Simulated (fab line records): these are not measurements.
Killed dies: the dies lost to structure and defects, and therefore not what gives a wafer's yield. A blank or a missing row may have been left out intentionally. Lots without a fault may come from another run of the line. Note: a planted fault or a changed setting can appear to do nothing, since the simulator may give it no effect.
A struck lot beside a sound one    flow gf180mcu    14 steps out of a route of 602
Sound: wafers L847.2, L847.5, L847.6. Wafers L859.2, L859.4, L859.5 were the ones struck. The cause comes at the end.
For every step that has rows: the tool of each side, followed by ch and its chambers, followed by its first start. Under that, the readings that differ: sound wafers    struck wafers    difference of the means    sigmas: that difference in standard deviations of wafers without a fault.
alike: words and numbers the same on both sides, and readings whose means are apart by under 2 such deviations; not compared: readings that were withheld, readings missing a value for some wafer, numbers with overlapping values and no deviation given by the record, and bounds like >300 which may hide the same value.
Wherever a step has rows on one side only, a row that says differs or no value, or a row with sigmas, the two part there. Numbers that have no deviation but don't overlap get no sigmas and don't part them. Lack of a reading on every wafer of one side parts them only where that side has two or more wafers.

first, 2 steps without rows for these wafers: GF_M4_CLEAN_19 (cleans in DIW); GF_V4_CVD_00 (deposits SiO2, target thk 600 nm, time 100 s).
GF_V4_THK_MEAS_01:
  struck on film metro-03, day 28 03:58; sound on film metro-03, day 24 06:05
reading             sound        struck       difference  sigmas
V4_CVD_00_THK (nm)  588 580 593  610 604 600  +18         +3
GF_V4_CVD_02: deposits SiO2 from TEOS, target thk 850 nm, time 94.851 s.
  sound on pecvd-01 ch 1,2, day 24 06:08; struck on pecvd-04 ch 0,1, day 28 04:01
  alike: heater power outer w, heater power w
GF_V4_THK_MEAS_03:
  struck on film metro-01, day 28 04:05; sound on film metro-03, day 24 06:13
  alike: V4_CVD_02_THK
GF_V4_CMP_04: polishes SiO2.
  sound on cmp-01 ch 1,2,3, day 24 06:22; struck on cmp-01 ch 1,3, day 28 04:08
  alike: edge zone pressure frac, motor current A, time to endpoint s
GF_V4_BOW_MEAS_05:
  struck on film metro-03, day 28 04:28; sound on film metro-03, day 24 06:35
  alike: V4_BOW
then, 5 steps without rows for these wafers: GF_V4_DEHYDRATE_06 (time 60 s); GF_V4_HMDS_07 (prime time 60 s); GF_V4_COAT_08; GF_V4_COAT_09 (resist thk 1000 nm); GF_V4_SOFTBAKE_10 (time 60 s).
GF_V4_EXPOSE_11: exposes mask Via4, target cd 260 nm.
  struck on krf scanner-01, day 28 14:21; sound on krf scanner-02 ch 0, day 24 17:41
  no value came back on the struck wafers for exposure dose mJ cm2, focus offset nm (nm); on the sound wafers exposure dose mJ cm2 reads 37.95 37.98 37.97
  alike: mask
then, 1 step without rows for these wafers: GF_V4_PEB_12 (peb time 90 s).

WHERE THEY PART
Earliest at GF_V4_THK_MEAS_01; latest, in this record, at GF_V4_EXPOSE_11.

WHY: what the simulator had put in
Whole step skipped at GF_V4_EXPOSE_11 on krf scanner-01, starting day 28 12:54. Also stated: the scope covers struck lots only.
